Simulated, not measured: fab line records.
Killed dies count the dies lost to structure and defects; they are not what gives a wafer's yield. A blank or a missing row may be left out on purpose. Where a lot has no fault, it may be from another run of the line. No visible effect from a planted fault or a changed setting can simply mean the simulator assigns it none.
Struck lot and sound lot, side by side :: flow gf180mcu :: 20 steps out of a route of 602
Sound: wafers L131.1, L131.4, L131.6. Struck: wafers L144.1, L144.2, L144.6. At the end, the cause is stated.
Each step with rows lists, per side, the tool, then ch with its chambers, then its first start. Under that, the readings that differ: sound wafers :: struck wafers :: difference of the means :: sigmas: that difference in standard deviations of wafers without a fault.
alike: a reading whose means differ by less than 2 such deviations, as well as words and numbers matching on both sides. not compared: withheld readings; readings where some wafer has no value; bounds like >300 that might hide an equal value; numbers whose values overlap and for which the record gives no deviation.
The two part at a step that has a row with sigmas, a row that says differs or no value, or rows on one side only. When numbers do not overlap yet have no deviation, they are printed without sigmas and do not part them. A reading missing from all wafers of one side parts the sides only when that side holds two or more wafers.

first, 1 step without rows for these wafers: GF_V2_CVD_00 (deposits SiO2, target thk 600 nm, time 100 s).
GF_V2_THK_MEAS_01:
  struck on film metro-04, day 25 01:08; sound on film metro-04, day 20 19:19
  alike: V2_CVD_00_THK
GF_V2_CVD_02: deposits SiO2 from TEOS, target thk 850 nm, time 94.851 s.
  sound on pecvd-04 ch 0,1, day 20 19:23; struck on pecvd-02 ch 1,2, day 25 01:11
  alike: heater power outer w, heater power w
GF_V2_THK_MEAS_03:
  struck on film metro-03, day 25 01:16; sound on film metro-03, day 20 19:27
  alike: V2_CVD_02_THK
GF_V2_CMP_04: polishes SiO2.
  sound on cmp-02 ch 0,3, day 20 19:31; struck on cmp-02 ch 0,1,3, day 25 01:24
  alike: motor current A, time to endpoint s
GF_V2_BOW_MEAS_05:
  struck on film metro-04, day 25 01:42; sound on film metro-02, day 20 19:49
  alike: V2_BOW
then, 6 steps without rows for these wafers: GF_V2_DEHYDRATE_06 (time 60 s); GF_V2_HMDS_07 (prime time 60 s); GF_V2_COAT_08; GF_V2_COAT_09 (resist thk 1000 nm); GF_V2_SOFTBAKE_10 (time 60 s); GF_V2_EXPOSE_11 (exposes mask Via2, target cd 260 nm).
GF_V2_PEB_12: peb time 90 s.
  sound on litho track-04 ch 0, day 21 19:03; struck on litho track-01 ch 0, day 25 22:46
reading: heater power total W (W)
sound: 85.71 85.55 85.54
struck: 91.98 92.00 92.16
difference: +6.45
sigmas: +80
then, 1 step without rows for these wafers: GF_V2_DEVELOP_13 (develop time 60 s).
GF_V2_CD_MEAS_14: the cd target is 260 nm.
  struck on cd sem-02, day 25 23:07; sound on cd sem-01, day 21 19:24
reading: cd nm (nm)
sound: 259.2 260.4 260.2
struck: 253.4 254.5 253.6
difference: -6.1
sigmas: -5
GF_V2_OVL_MEAS_15:
  struck on overlay-02, day 25 23:14; sound on overlay-01, day 21 19:31
  alike: V2_OVL
GF_V2_ETCH_16: etches BARC in N2/H2.
  sound on rie diel-03 ch 3, day 21 19:34; struck on rie diel-04 ch 2,3, day 25 23:16
reading: model.V2.cd nm (nm)
sound: 260.3 260.9 261
struck: 253.3 255.5 253.4
difference: -6.7
sigmas: 
  alike: drypump motor current A, oes product au, throttle valve pct
GF_V2_ETCH_17: etches SiO2 in C4F8/O2/Ar, stops on TiN, target depth 630 nm.
  sound on rie diel-03 ch 3; struck on rie diel-04 ch 2,3
reading: model.V2.cd nm (nm)
sound: 259.9 260.5 260.4
struck: 252.9 256.4 253.1
difference: -6.1
sigmas: 
  alike: oes product au
GF_V2_STRIP_18: strips in O2/N2.
  sound on plasma asher-01 ch 0,1, day 21 19:45; struck on plasma asher-01 ch 0,1, day 25 23:24
  alike: drypump motor current A, heater power w, oes product au
  not compared: rf hours counter h
GF_PASSIVATION_PROBE_99:
  rows exist in the record for the sound wafers here (prober-01, day 30 06:22), none for the struck ones

== WHERE THEY PART ==
Earliest at GF_V2_PEB_12; latest, in this record, at GF_PASSIVATION_PROBE_99.

WHY: what had been put in by the simulator
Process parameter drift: litho track-01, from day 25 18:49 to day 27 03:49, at GF_V2_PEB_12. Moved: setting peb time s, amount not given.
